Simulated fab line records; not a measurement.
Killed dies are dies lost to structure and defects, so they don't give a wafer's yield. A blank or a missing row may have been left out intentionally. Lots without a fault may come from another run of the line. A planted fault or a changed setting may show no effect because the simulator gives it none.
A single fault, viewed from 2 desks :: flow gf180mcu :: numbers are kept per desk, each desk with only its own; the story behind them comes last

== THE TOOL OWNER'S DESK: wet_bench-03 ==
The tool's own readings at GF_STI_WET_ETCH_26 (etches SiO2 in dHF, target depth 94 nm, time 188 s): means of the sampled wafers that have a number, for each lot that ran on this tool. A lot is out of limits, marked OUT, if its mean lies more than 4 standard deviations from the usual mean; the brackets give that distance.
Columns: A = bath_heat_duty_pct at GF_STI_WET_ETCH_26, usual 6.3 %; B = temp_c at GF_STI_WET_ETCH_26, usual 25.01 C
lot: L566
first seen here: day 2 05:34
A: 5.9
B: 25.01

lot: L567
first seen here: day 2 12:18
A: 5.9
B: 25.05

lot: L574
first seen here: day 4 02:29
A: 13.4 (+11) OUT
B: 30.08 (+51) OUT
Finding of this desk: L574 out of limits; the first was L574 at day 4 02:29, on bath_heat_duty_pct at GF_STI_WET_ETCH_26. L566, L567 stayed within limits.

== AT THE METROLOGY DESK ==
Lot by lot, what the gauges showed, no matter which tool ran the lot: averages of those sampled wafers that carry a number. A lot is out of limits, marked OUT, if its mean lies more than 4 standard deviations from the usual mean; the brackets give that distance.
Columns: A = STI_OXIDATION_01_THK at GF_STI_THK_MEAS_22, usual 15.0 nm; B = STI_CVD_23_THK at GF_STI_THK_MEAS_24, usual 650 nm; C = STI_OXIDATION_02_THK at GF_STI_THK_MEAS_30, usual 10.02 nm; D = DNWELL_TW at GF_DNWELL_TW_MEAS_09, usual 1344; E = NWELL_OVL at GF_NWELL_OVL_MEAS_07, usual -0.8 nm; F = NWELL_TW at GF_NWELL_TW_MEAS_11, usual 1570
lot: L566
first seen here: day 2 05:05
A: 15.1
B: 651
C: 9.84
D: 1354
E: -0.9
F: 1561

lot: L567
first seen here: day 2 11:48
A: 14.7
B: 658
C: 9.92
D: 1346
E: -2.4
F: 1558

lot: L574
first seen here: day 4 02:00
A: 15.2
B: 644
C: 9.78
D: 1327
E: -0.4
F: 1552

lot: L588
first seen here: day 6 23:43
A: 15.2
B: 649
C: 10.08
D: 1348
E: -0.0
F: 1550

lot: L589
first seen here: day 7 03:27
A: 15.1
B: 646
C: 9.82
D: 1338
E: -2.1
F: 1605
This desk's finding: nothing out of limits on any of the 5 lots.

== ALL TOGETHER ==
On L574, at day 4 02:29, an alarm was possible from the tool owner's desk.
From the metrology desk's view, nothing was out of limits.
The metrology desk has L574 on record, within its limits.
GF_STI_WET_ETCH_26 was run on wet_bench-03 by each of the lots named.

== WHAT HAD BEEN PUT IN BY THE SIMULATOR ==
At GF_STI_WET_ETCH_26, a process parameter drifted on wet_bench-03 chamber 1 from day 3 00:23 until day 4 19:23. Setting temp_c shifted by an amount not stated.
Shown lots that were struck: L574.
Time in hours from fault onset to the first out-of-limits reading at each desk: the tool owner's desk, 26.
